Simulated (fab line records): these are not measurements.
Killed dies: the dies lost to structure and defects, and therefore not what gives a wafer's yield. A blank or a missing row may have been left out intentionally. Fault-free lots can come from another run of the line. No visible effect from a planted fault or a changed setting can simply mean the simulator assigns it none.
One fault through the eyes of 2 desks || flow gf180mcu || what lay behind the numbers comes last; until then each desk has only its own

## THE METROLOGY DESK
What the gauges read for every lot (on any tool): the sampled wafers with a number, averaged. A lot is out of limits, marked OUT, if its mean lies more than 4 standard deviations from the usual mean; the brackets give that distance.
Columns: A = V1_OVL at GF_V1_OVL_MEAS_15, usual -3 nm
{"lot": "L177", "first seen here": "day 18 12:22", "A": -8}
{"lot": "L178", "first seen here": "day 18 23:04", "A": -3}
{"lot": "L179", "first seen here": "day 19 02:07", "A": -2}
{"lot": "L181", "first seen here": "day 20 02:39", "A": -8}
{"lot": "L182", "first seen here": "day 20 12:47", "A": 4}
{"lot": "L183", "first seen here": "day 20 17:29", "A": -6}
{"lot": "L184", "first seen here": "day 21 04:31", "A": -3}
{"lot": "L189", "first seen here": "day 23 02:07", "A": -5}
{"lot": "L191", "first seen here": "day 23 20:39", "A": 3}
{"lot": "L192", "first seen here": "day 24 02:20", "A": -9}
{"lot": "L193", "first seen here": "day 24 05:25", "A": 3}
{"lot": "L194", "first seen here": "day 24 15:05", "A": -7}
{"lot": "L196", "first seen here": "day 25 06:20", "A": 1}
Result from this desk: across the 13 lots, nothing is out of limits.

## AT THE TOOL OWNER'S DESK: implanter-04
GF_NWELL_IMPLANT_09, tool's own readings: per-lot mean of the sampled wafers with a number, covering each lot this tool ran. A lot is out of limits, marked OUT, if its mean lies more than 4 standard deviations from the usual mean; the brackets give that distance.
Columns: A = beamEnergyKeV at GF_NWELL_IMPLANT_09, usual 160.00
{"lot": "L181", "first seen here": "day 4 10:43", "A": 159.92}
{"lot": "L183", "first seen here": "day 4 21:19", "A": 160.04}
{"lot": "L184", "first seen here": "day 5 04:28", "A": 159.99}
{"lot": "L189", "first seen here": "day 6 07:22", "A": "167.19 (+99 or more) OUT"}
{"lot": "L191", "first seen here": "day 6 18:52", "A": "167.15 (+99 or more) OUT"}
This desk's verdict: out of limits on L189, L191, starting with L189 at day 6 07:22 (beamEnergyKeV at GF_NWELL_IMPLANT_09). L181, L183, L184 stayed within limits.

## TAKEN TOGETHER
An alarm could have come from the tool owner's desk at day 6 07:22, on L189, L191.
The metrology desk saw nothing out of limits.
The metrology desk has L189, L191 on record, within its limits.
All the named lots went through GF_NWELL_IMPLANT_09 on implanter-04.

## WHAT HAD BEEN PUT IN BY THE SIMULATOR
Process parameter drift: implanter-04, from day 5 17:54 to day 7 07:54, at GF_NWELL_IMPLANT_09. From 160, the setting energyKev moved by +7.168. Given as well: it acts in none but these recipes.
Struck lots among those shown: L189, L191.
Time in hours from fault onset to the first out-of-limits reading at each desk: the tool owner's desk, 13.
